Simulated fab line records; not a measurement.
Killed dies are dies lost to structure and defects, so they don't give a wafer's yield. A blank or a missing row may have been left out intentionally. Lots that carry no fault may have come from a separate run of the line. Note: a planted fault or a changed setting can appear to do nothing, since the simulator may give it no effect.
Which of the tools did it?	flow gf180mcu	13 lots with 39 wafers sampled at 2 steps, on a route of 602 steps

## WHAT THE GAUGES SHOWED, per wafer
GF_V1_THK_MEAS_01. Usual: V1_CVD_00_THK typically reads 598 nm, with standard deviation 7.5.
lot	measured	on	V1_CVD_00_THK (nm)	flag
L749	day 17 12:20	film_metro-03	597 593 597	
L751	day 18 15:06	film_metro-03	593 589 597	
L753	day 19 08:57	film_metro-02	589 592 588	
L754	day 19 14:13	film_metro-03	601 607 607	
L755	day 19 18:58	film_metro-02	589 601 599	
L756	day 20 00:16	film_metro-03	593 582 593	
L765	day 23 01:11	film_metro-04	596 593 597	
L766	day 23 13:59	film_metro-03	589 586 585	
L767	day 24 05:07	film_metro-04	590 586 590	
L768	day 24 07:29	film_metro-03	611 602 601	
L769	day 24 17:11	film_metro-03	606 620 599	
L770	day 24 19:17	film_metro-04	613 603 612	
L771	day 25 03:04	film_metro-02	606 596 604	

GF_V2_THK_MEAS_03. Usual: V2_CVD_02_THK typically reads 852 nm, with standard deviation 11.
lot	measured	on	V2_CVD_02_THK (nm)	flag
L749	day 19 14:42	film_metro-01	846 862 846	
L751	day 20 19:15	film_metro-01	856 847 862	
L753	day 21 13:12	film_metro-02	849 851 852	
L754	day 21 17:40	film_metro-02	844 863 852	
L755	day 21 22:06	film_metro-02	840 858 854	
L756	day 22 03:10	film_metro-04	847 852 849	
L765	day 25 00:55	film_metro-04	866 864 868	
L766	day 25 17:38	film_metro-01	861 858 878	
L767	day 26 03:19	film_metro-04	846 848 860	
L768	day 26 05:23	film_metro-04	844 843 877	
L769	day 26 14:53	film_metro-04	860 879 872	
L770	day 26 17:03	film_metro-01	813 833 828	
L771	day 26 23:52	film_metro-01	857 850 862	

## WHICH TOOL RAN EACH LOT (tool, then ch and the chambers of the sampled wafers, then the start)
The record holds no process step before these readings.

## WHAT THE TOOLS THEMSELVES READ (means of the sampled wafers that have a number; where no wafer has one, the mark that the record gives instead)
The record holds no such reading with a usual standard deviation.

## THE ANSWER, worked out from the rows above alone
Rule: take the mean of a lot's wafers that have a number; if it is more than 3 standard deviations from the usual mean, the lot is off. A lot without any number at a reading at which 4 lots or more have one is off too. Where the step has rows for the other lots, those lots are counted as sound. After the gauges, taken in route order, come the tools' own readings; for these a lot's mean is taken, as printed above. The first step at which some lot is off is used, and at that step the reading that is off furthest; a lot without a number counts as furthest.
None of the lots is off at any reading shown; this tells nothing.

## WHAT THE SIMULATOR PUT IN
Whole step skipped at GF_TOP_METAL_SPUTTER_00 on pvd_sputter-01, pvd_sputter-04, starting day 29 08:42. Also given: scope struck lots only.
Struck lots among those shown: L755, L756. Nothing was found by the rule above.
